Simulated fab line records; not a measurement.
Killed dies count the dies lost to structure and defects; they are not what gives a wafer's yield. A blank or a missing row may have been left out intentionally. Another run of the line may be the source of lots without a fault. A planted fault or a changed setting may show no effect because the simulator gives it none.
2 desks, one fault ; flow sky130 ; every desk sees just its own numbers, and what lay behind them comes last

## FROM THE METROLOGY DESK
What the gauges read for every lot (on any tool): the sampled wafers with a number, averaged. The brackets show how far a lot's mean lies from the usual mean; more than 4 standard deviations puts the lot out of limits, marked OUT.
Columns: A = cdNm at SKY_FIELD_ISO_CD_MEAS_13, usual 150.5 nm
lot;first seen here;A
L391;day 2 11:51;151.7
L393;day 2 19:31;151.7
L398;day 3 21:58;150.6
L401;day 4 16:02;150.2
L410;day 6 12:41;148.4
This desk's finding: nothing out of limits on any of the 5 lots.

## TOOL OWNER'S DESK, rieSi-01
The tool's own readings at SKY_FIELD_ISO_ETCH_17 (etches Si in HBr/Cl2/O2, target depth 342 nm, time 97.7 s): means of the sampled wafers that have a number, for each lot that ran on this tool. The brackets show how far a lot's mean lies from the usual mean; more than 4 standard deviations puts the lot out of limits, marked OUT.
Columns: A = drypumpMotorCurrentA at SKY_FIELD_ISO_ETCH_17, usual 5.6 A; B = mfcCl2Sccm at SKY_FIELD_ISO_ETCH_17, usual 40.00 sccm; C = oesProductAu at SKY_FIELD_ISO_ETCH_17, usual 1.006 a.u.; D = runLengthS at SKY_FIELD_ISO_ETCH_17, usual 126.0 s; E = throttleValvePct at SKY_FIELD_ISO_ETCH_17, usual 25.653 %
lot;first seen here;A;B;C;D;E
L391;day 2 12:10;5.8;40.11;1.013;126.0;25.648
L393;day 2 19:49;5.4;40.03;1.009;126.1;25.648
L398;day 3 22:16;5.4;40.05;1.002;125.9;25.662
L410;day 6 12:58;6.4;39.96;1.004;122.5 (-9.5) OUT;25.653
This desk's verdict: out of limits on L410, starting with L410 at day 6 12:58 (runLengthS at SKY_FIELD_ISO_ETCH_17). In limits: L391, L393, L398.

## TAKEN TOGETHER
At day 6 12:58, on L410, the tool owner's desk was in a position to raise an alarm.
The metrology desk saw nothing out of limits.
The metrology desk holds a record of L410, inside its limits.
SKY_FIELD_ISO_ETCH_17 was run on rieSi-01 by each of the lots named.

## WHAT THE SIMULATOR HAD INSERTED
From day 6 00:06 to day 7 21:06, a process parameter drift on rieSi-01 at SKY_FIELD_ISO_ETCH_17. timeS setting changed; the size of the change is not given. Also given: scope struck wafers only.
Shown lots that were struck: L410.
Each desk's first reading out of limits, in hours after the fault started: the tool owner's desk, 13.
